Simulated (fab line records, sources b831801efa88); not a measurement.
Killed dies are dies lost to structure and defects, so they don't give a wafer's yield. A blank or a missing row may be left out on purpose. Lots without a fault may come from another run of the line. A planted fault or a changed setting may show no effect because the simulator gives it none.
Which tool did it? | flow sky130 | 12 lots, 36 wafers sampled, at 5 steps of a route of 708

WHAT THE GAUGES READ, wafer by wafer
SKY_SD_N_RS_MEAS_16: measures by four-point-probe.
lot  | measured     | on            | SD_N_RS (ohm/sq)
L753 | day 28 04:44 | film_metro-02 | 68.50 68.49 68.59
L754 | day 28 12:37 | film_metro-04 | 68.76 68.59 68.76
L756 | day 29 08:40 | film_metro-02 | 68.49 68.57 68.47
L759 | day 30 05:35 | film_metro-03 | 68.55 68.68 68.76
L761 | day 30 14:23 | film_metro-02 | 68.43 68.42 68.42
L762 | day 30 18:31 | film_metro-03 | 68.50 68.62 68.47
L766 | day 32 09:46 | film_metro-03 | 68.65 68.49 68.48
L769 | day 33 04:43 | film_metro-04 | 68.38 68.55 68.76
L771 | day 34 06:14 | film_metro-04 | 68.60 68.67 68.70
L772 | day 34 13:37 | film_metro-04 | 68.61 68.49 68.51
L774 | day 34 19:49 | film_metro-03 | 68.76 68.56 68.51
L775 | day 35 02:58 | film_metro-02 | 68.53 68.43 68.42

SKY_LOCAL_INTERCONNECT_CD_MEAS_11: target cd 170 nm.
lot  | measured     | on        | cd_nm (nm)
L753 | day 30 15:46 | cd_sem-01 | 169.6 170.7 169.5
L754 | day 30 23:17 | cd_sem-01 | 169.4 167.9 168.8
L756 | day 31 18:11 | cd_sem-01 | 170.5 170.7 170.6
L759 | day 32 14:58 | cd_sem-01 | 169.9 170.7 169.0
L761 | day 32 22:58 | cd_sem-01 | 169.3 168.9 168.7
L762 | day 33 04:14 | cd_sem-01 | 168.6 170.5 169.6
L766 | day 34 16:36 | cd_sem-02 | 170.5 170.2 170.5
L769 | day 35 11:25 | cd_sem-01 | 169.7 170.5 171.4
L771 | day 36 13:24 | cd_sem-02 | 152.7 153.3 153.2
L772 | day 36 20:20 | cd_sem-02 | 149.7 150.3 150.8
L774 | day 37 02:05 | cd_sem-02 | 157.1 156.5 155.5
L775 | day 37 09:15 | cd_sem-02 | 158.9 157.8 157.2

SKY_CONTACT_BOW_MEAS_05.
lot  | measured     | on            | CONTACT_BOW (um)
L753 | day 30 17:10 | film_metro-01 | 97 80 86
L754 | day 31 00:41 | film_metro-03 | 85 67 84
L756 | day 31 19:35 | film_metro-03 | 84 71 70
L759 | day 32 16:22 | film_metro-02 | 78 68 86
L761 | day 33 00:21 | film_metro-02 | 74 78 85
L762 | day 33 06:09 | film_metro-01 | 76 88 83
L766 | day 34 18:06 | film_metro-01 | 80 79 88
L769 | day 35 13:17 | film_metro-01 | 89 87 87
L771 | day 36 14:47 | film_metro-01 | 65 83 83
L772 | day 36 21:43 | film_metro-02 | 80 72 85
L774 | day 37 03:29 | film_metro-01 | 85 82 91
L775 | day 37 10:39 | film_metro-01 | 57 71 74

WHICH TOOL RAN EACH LOT (tool, then ch and the chambers of the sampled wafers, then the start)
lot  | SKY_LOCAL_INTERCONNECT_SPUTTER_00 | SKY_LOCAL_INTERCONNECT_EXPOSE_08
L753 | pvd_sputter-03, day 29 11:07      | krf_scanner-01 ch 0, day 30 01:32
L754 | pvd_sputter-01, day 29 19:11      | krf_scanner-02 ch 0, day 30 09:28
L756 | pvd_sputter-03, day 30 14:53      | krf_scanner-02 ch 0, day 31 04:08
L759 | pvd_sputter-04, day 31 11:38      | krf_scanner-02 ch 0, day 32 01:44
L761 | pvd_sputter-03, day 31 20:04      | krf_scanner-01 ch 0, day 32 09:22
L762 | pvd_sputter-03, day 32 00:37      | krf_scanner-01 ch 0, day 32 14:43
L766 | pvd_sputter-03, day 33 14:23      | krf_scanner-01 ch 0, day 34 03:50
L769 | pvd_sputter-04, day 34 09:26      | krf_scanner-02 ch 0, day 34 22:25
L771 | pvd_sputter-03, day 35 10:53      | krf_scanner-01 ch 0, day 36 00:29
L772 | pvd_sputter-03, day 35 18:11      | krf_scanner-01 ch 0, day 36 07:12
L774 | pvd_sputter-03, day 36 00:17      | krf_scanner-01 ch 0, day 36 13:44
L775 | pvd_sputter-01, day 36 07:13      | krf_scanner-01 ch 0, day 36 20:54
- SKY_LOCAL_INTERCONNECT_SPUTTER_00: material TiN, target thk 100 nm, time 83.3 s.
- SKY_LOCAL_INTERCONNECT_EXPOSE_08: exposes mask LI1M, target cd 170 nm.

WHAT THE TOOLS THEMSELVES READ (means of the sampled wafers that have a number; where no wafer has one, the mark that the record gives instead)
SKY_LOCAL_INTERCONNECT_SPUTTER_00.
lot  | tool           | susceptor_temp_C (C) | throttle_valve_pct (%)
L753 | pvd_sputter-03 | 300.21               | 30.3
L754 | pvd_sputter-01 | 299.91               | 30.7
L756 | pvd_sputter-03 | 300.00               | 29.6
L759 | pvd_sputter-04 | 299.91               | 30.6
L761 | pvd_sputter-03 | 300.02               | 29.4
L762 | pvd_sputter-03 | 299.82               | 29.6
L766 | pvd_sputter-03 | 300.11               | 30.1
L769 | pvd_sputter-04 | 299.91               | 29.6
L771 | pvd_sputter-03 | 299.76               | 30.1
L772 | pvd_sputter-03 | 299.87               | 30.0
L774 | pvd_sputter-03 | 300.02               | 29.8
L775 | pvd_sputter-01 | 299.95               | 30.9

SKY_LOCAL_INTERCONNECT_EXPOSE_08.
lot  | tool           | exposure_dose_mJ_cm2 | focus_offset_nm (nm)
L753 | krf_scanner-01 | 28.02                | -0.6
L754 | krf_scanner-02 | 27.94                | 0.1
L756 | krf_scanner-02 | 27.96                | 0.0
L759 | krf_scanner-02 | 27.95                | 0.2
L761 | krf_scanner-01 | 28.00                | 0.9
L762 | krf_scanner-01 | 28.01                | 0.2
L766 | krf_scanner-01 | 27.98                | -0.4
L769 | krf_scanner-02 | 27.94                | 0.4
L771 | krf_scanner-01 | 30.53                | 0.1
L772 | krf_scanner-01 | 30.51                | 0.4
L774 | krf_scanner-01 | 30.01                | 0.0
L775 | krf_scanner-01 | 29.59                | 0.1

THE ANSWER, worked out from the rows above alone
Rule: what is usual is taken from the lots themselves. Put in order of their means at a reading, lots are off if they are a third of the lots or fewer, leave a main group of 4 or more, and stand apart from it by a gap of 3 or more times the standard deviation of the main group's means; of several such gaps the widest counts. A main group whose means are all the same, to the digits that the tables above print for the reading, isn't used. A lot without any number at a reading at which 4 lots or more have one is off too. The other lots that the step has rows for count as sound. The gauges are gone through in route order, then the tools' own readings, and for those a lot's mean is taken as printed above. The first step at which some lot is off is used, and at that step the reading that is off furthest; a lot without a number counts as furthest.
Off: L771, L772, L774, L775, at SKY_LOCAL_INTERCONNECT_CD_MEAS_11 (cd_nm). The main group: mean 169.8 nm, standard deviation 0.66.
A tool fits if, at a process step before that reading, it ran every lot that is off, and no sound lot after the first of them. The gauges at SKY_LOCAL_INTERCONNECT_CD_MEAS_11 aren't tried: what is off there is off at SKY_LOCAL_INTERCONNECT_EXPOSE_08 too, on other tools, and a gauge's error can't cause that. One fits: krf_scanner-01 at SKY_LOCAL_INTERCONNECT_EXPOSE_08. Its last sound lot is L766 (day 34 03:50), its first lot that is off L771 (day 36 00:29): a fault that began between those two fits.
The tool's own readings at SKY_LOCAL_INTERCONNECT_EXPOSE_08 bear it out: on the lots that are off they differ by more than 5 times the standard deviation of the sound lots' means. exposure_dose_mJ_cm2 reads 30.16 there against 27.98 on the sound lots.

WHAT THE SIMULATOR HAD PUT IN
Process parameter drift: krf_scanner-01, from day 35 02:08 on, at SKY_LOCAL_INTERCONNECT_EXPOSE_08. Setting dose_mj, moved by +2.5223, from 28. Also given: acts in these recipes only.
Lots struck among those shown: L771, L772, L774, L775. The rule above found the same.
